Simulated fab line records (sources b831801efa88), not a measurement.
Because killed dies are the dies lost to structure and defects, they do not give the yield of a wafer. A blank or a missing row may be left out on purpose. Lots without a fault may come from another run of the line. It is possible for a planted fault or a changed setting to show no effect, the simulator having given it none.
What tool caused it? | flow gf180mcu | 14 lots with 42 wafers sampled at 6 steps, on a route of 602 steps

## WHAT THE GAUGES READ, wafer by wafer
GF_MVSD_OVL_MEAS_07. Usual: for MVSD_OVL the level is 0.3 nm and the standard deviation is 1.2.
lot  | measured    | on         | MVSD_OVL (nm)  | flag
L949 | day 4 03:36 | overlay-01 | 2.2 -0.5 4.2   | 
L950 | day 4 08:50 | overlay-01 | -1.5 -0.6 0.4  | 
L951 | day 5 07:47 | overlay-02 | 1.0 -1.7 -0.5  | 
L953 | day 5 12:35 | overlay-02 | 1.8 0.9 1.0    | 
L954 | day 5 10:53 | overlay-02 | -1.6 -0.7 -1.7 | 
L956 | day 6 02:21 | overlay-01 | -0.5 -0.2 0.6  | 
L958 | day 6 17:19 | overlay-01 | -2.6 0.0 0.5   | 
L962 | day 7 14:03 | overlay-01 | -0.8 -1.0 -2.0 | 
L963 | day 8 02:32 | overlay-02 | - - -          | OFF
L964 | day 8 06:05 | overlay-02 | - - -          | OFF
L966 | day 8 13:46 | overlay-02 | 1.1 0.9 0.6    | 
L968 | day 9 03:51 | overlay-02 | 0.7 1.3 0.4    | 
L970 | day 9 17:14 | overlay-01 | 3.0 2.0 0.7    | 
L971 | day 9 22:22 | overlay-02 | 0.1 0.2 0.8    | 

GF_MVPSD_TW_MEAS_11. Usual: for MVPSD_TW the level is 556 and the standard deviation is 7.3.
lot  | measured     | on           | MVPSD_TW       | flag
L949 | day 4 17:32  | filmMetro-04 | 566 565 568    | 
L950 | day 4 22:27  | filmMetro-01 | 552 549 552    | 
L951 | day 5 22:44  | filmMetro-04 | 568 567 566    | 
L953 | day 6 03:47  | filmMetro-01 | 542 541 545    | 
L954 | day 6 02:25  | filmMetro-01 | 545 546 543    | 
L956 | day 6 19:17  | filmMetro-03 | 558 557 558    | 
L958 | day 7 10:11  | filmMetro-03 | 558 556 556    | 
L962 | day 8 07:57  | filmMetro-01 | 544 543 542    | 
L963 | day 8 20:02  | filmMetro-04 | 1623 1621 1628 | OFF
L964 | day 9 00:15  | filmMetro-03 | 1581 1596 1595 | OFF
L966 | day 9 07:59  | filmMetro-01 | 555 549 552    | 
L968 | day 9 22:43  | filmMetro-03 | 553 554 550    | 
L970 | day 10 11:58 | filmMetro-04 | 558 560 560    | 
L971 | day 10 17:04 | filmMetro-03 | 561 566 566    | 

GF_VT_IMPLANT_TW_MEAS_10. Usual: for VT_IMPLANT_TW the level is 569 and the standard deviation is 5.1.
lot  | measured     | on           | VT_IMPLANT_TW  | flag
L949 | day 5 07:54  | filmMetro-03 | 567 566 565    | 
L950 | day 5 11:50  | filmMetro-02 | 567 564 566    | 
L951 | day 6 14:04  | filmMetro-04 | 568 567 567    | 
L953 | day 6 19:33  | filmMetro-02 | 561 559 560    | 
L954 | day 6 18:44  | filmMetro-03 | 568 566 569    | 
L956 | day 7 11:28  | filmMetro-04 | 575 574 571    | 
L958 | day 8 03:41  | filmMetro-02 | 564 568 565    | 
L962 | day 9 01:24  | filmMetro-03 | 561 561 561    | 
L963 | day 9 13:26  | filmMetro-04 | 1633 1638 1630 | OFF
L964 | day 9 17:50  | filmMetro-04 | 1634 1630 1634 | OFF
L966 | day 10 01:16 | filmMetro-04 | 570 572 570    | 
L968 | day 10 16:58 | filmMetro-02 | 567 565 569    | 
L970 | day 11 06:18 | filmMetro-02 | 567 565 568    | 
L971 | day 11 12:08 | filmMetro-03 | 571 570 574    | 

GF_NSD_TW_MEAS_12. Usual: for NSD_TW the level is 4298 and the standard deviation is 39.
lot  | measured     | on           | NSD_TW         | flag
L949 | day 13 01:56 | filmMetro-03 | 4353 4330 4333 | 
L950 | day 13 10:07 | filmMetro-04 | 4303 4319 4300 | 
L951 | day 14 20:49 | filmMetro-02 | 4222 4231 4225 | 
L953 | day 15 04:39 | filmMetro-02 | 4270 4250 4294 | 
L954 | day 15 02:19 | filmMetro-04 | 4331 4328 4355 | 
L956 | day 15 23:35 | filmMetro-03 | 4334 4313 4327 | 
L958 | day 16 17:16 | filmMetro-03 | 4308 4331 4306 | 
L962 | day 17 23:31 | filmMetro-04 | 4326 4303 4324 | 
L963 | day 18 15:07 | filmMetro-03 | 4284 4281 4297 | 
L964 | day 18 17:19 | filmMetro-03 | 4298 4272 4294 | 
L966 | day 19 07:14 | filmMetro-02 | 4232 4214 4224 | 
L968 | day 20 01:08 | filmMetro-03 | 4315 4304 4309 | 
L970 | day 20 15:16 | filmMetro-04 | 4334 4340 4324 | 
L971 | day 20 22:41 | filmMetro-04 | 4370 4349 4349 | 

## WHICH TOOL RAN EACH LOT (tool, then ch and the chambers of the sampled wafers, then the start)
lot  | GF_STI_CMP_25                | GF_MVSD_COAT_02
L949 | cmp-01 ch 0,1,3, day 2 03:46 | lithoTrack-01 ch 0, day 3 21:25
L950 | cmp-02 ch 1,2, day 2 08:50   | lithoTrack-03 ch 0, day 4 01:58
L951 | cmp-01 ch 2,3, day 2 22:00   | lithoTrack-03 ch 0, day 5 00:25
L953 | cmp-01 ch 1,3, day 3 02:20   | lithoTrack-03 ch 0, day 5 06:29
L954 | cmp-02 ch 1,2,3, day 3 02:23 | lithoTrack-02 ch 0, day 5 05:31
L956 | cmp-01 ch 1,2, day 3 15:42   | lithoTrack-01 ch 0, day 5 19:17
L958 | cmp-02 ch 1,2,3, day 4 02:29 | lithoTrack-02 ch 0, day 6 09:07
L962 | cmp-02 ch 0,3, day 4 23:17   | lithoTrack-02 ch 0, day 7 06:47
L963 | cmp-02 ch 1,2,3, day 5 07:14 | lithoTrack-03, day 7 16:59
L964 | cmp-01 ch 0,1,3, day 5 09:38 | lithoTrack-02, day 7 21:26
L966 | cmp-01 ch 1,2,3, day 5 18:31 | lithoTrack-03 ch 0, day 8 05:46
L968 | cmp-02 ch 2,3, day 6 07:02   | lithoTrack-03 ch 0, day 8 19:58
L970 | cmp-02 ch 0,1,2, day 6 15:44 | lithoTrack-03 ch 0, day 9 07:32
L971 | cmp-01 ch 0,3, day 6 22:40   | lithoTrack-01 ch 0, day 9 13:59
- GF_STI_CMP_25: polishes, stops on Si3N4, t overpolish 33 s, target thk 524.6 nm.
- GF_MVSD_COAT_02: resist thk 3000 nm.

## AS READ BY THE TOOLS THEMSELVES (means over the sampled wafers that have a number; for cases with no such wafer, the mark the record gives instead)
GF_STI_CMP_25. Usual: motorCurrentA 11.2 A, standard deviation 1.1; overpolishRunS 33.001 s, standard deviation 0.0083; platenRpm 60.00 rpm, standard deviation 0.042; timeToEndpointS 121 s, standard deviation 6.9.
lot  | tool   | motorCurrentA (A) | overpolishRunS (s) | platenRpm (rpm) | timeToEndpointS (s) | flag
L949 | cmp-01 | 10.4              | 33.009             | 59.99           | 122                 | 
L950 | cmp-02 | 10.8              | 33.005             | 59.97           | 120                 | 
L951 | cmp-01 | 10.7              | 32.997             | 60.03           | 133                 | 
L953 | cmp-01 | 9.7               | 32.992             | 60.03           | 125                 | 
L954 | cmp-02 | 11.4              | 33.005             | 59.95           | 125                 | 
L956 | cmp-01 | 10.5              | 33.005             | 60.03           | 130                 | 
L958 | cmp-02 | 11.1              | 32.992             | 60.02           | 116                 | 
L962 | cmp-02 | 12.3              | 32.999             | 60.02           | 118                 | 
L963 | cmp-02 | 11.4              | 33.001             | 59.99           | 118                 | 
L964 | cmp-01 | 10.4              | 32.999             | 59.98           | 117                 | 
L966 | cmp-01 | 10.2              | 32.990             | 59.99           | 120                 | 
L968 | cmp-02 | 12.2              | 33.004             | 59.99           | 119                 | 
L970 | cmp-02 | 11.1              | 33.000             | 60.02           | 115                 | 
L971 | cmp-01 | 11.4              | 32.995             | 59.97           | 121                 | 

GF_MVSD_COAT_02. Usual: chillPlateTempC 23.01 C, standard deviation 0.094; dispensePressureKPa 48 kPa, standard deviation 7.3.
lot  | tool          | chillPlateTempC (C) | dispensePressureKPa (kPa) | flag
L949 | lithoTrack-01 | 22.95               | 44                        | 
L950 | lithoTrack-03 | 23.05               | 57                        | 
L951 | lithoTrack-03 | 23.00               | 57                        | 
L953 | lithoTrack-03 | 22.99               | 57                        | 
L954 | lithoTrack-02 | 22.95               | 40                        | 
L956 | lithoTrack-01 | 23.03               | 44                        | 
L958 | lithoTrack-02 | 23.00               | 40                        | 
L962 | lithoTrack-02 | 23.13               | 40                        | 
L963 | lithoTrack-03 | -                   | -                         | OFF
L964 | lithoTrack-02 | -                   | -                         | OFF
L966 | lithoTrack-03 | 22.97               | 57                        | 
L968 | lithoTrack-03 | 23.02               | 57                        | 
L970 | lithoTrack-03 | 23.09               | 57                        | 
L971 | lithoTrack-01 | 23.02               | 44                        | 

## THE ANSWER, worked out from the rows above alone
Rule: lot off if the mean of its wafers having a number is beyond 3 standard deviations from the usual mean. A lot without any number at a reading at which 4 lots or more have one is off too. All remaining lots with rows at the step are treated as sound. After the gauges, taken in route order, come the tools' own readings; for these a lot's mean is taken, as printed above. The first step at which some lot is off is used, and at that step the reading that is off furthest; a lot without a number counts as furthest.
Off: L963, L964, seen at GF_MVSD_OVL_MEAS_07 (MVSD_OVL). Without a number there: L963, L964.
If a tool, at a process step before that reading, ran all the lots that are off and no sound lot after the first of them, it fits. The gauges at GF_MVSD_OVL_MEAS_07 aren't tried: what is off there is off at GF_MVPSD_TW_MEAS_11 too, on other tools, and a gauge's error can't cause that. No candidate that was tried fits.

## WHAT HAD BEEN PUT IN BY THE SIMULATOR
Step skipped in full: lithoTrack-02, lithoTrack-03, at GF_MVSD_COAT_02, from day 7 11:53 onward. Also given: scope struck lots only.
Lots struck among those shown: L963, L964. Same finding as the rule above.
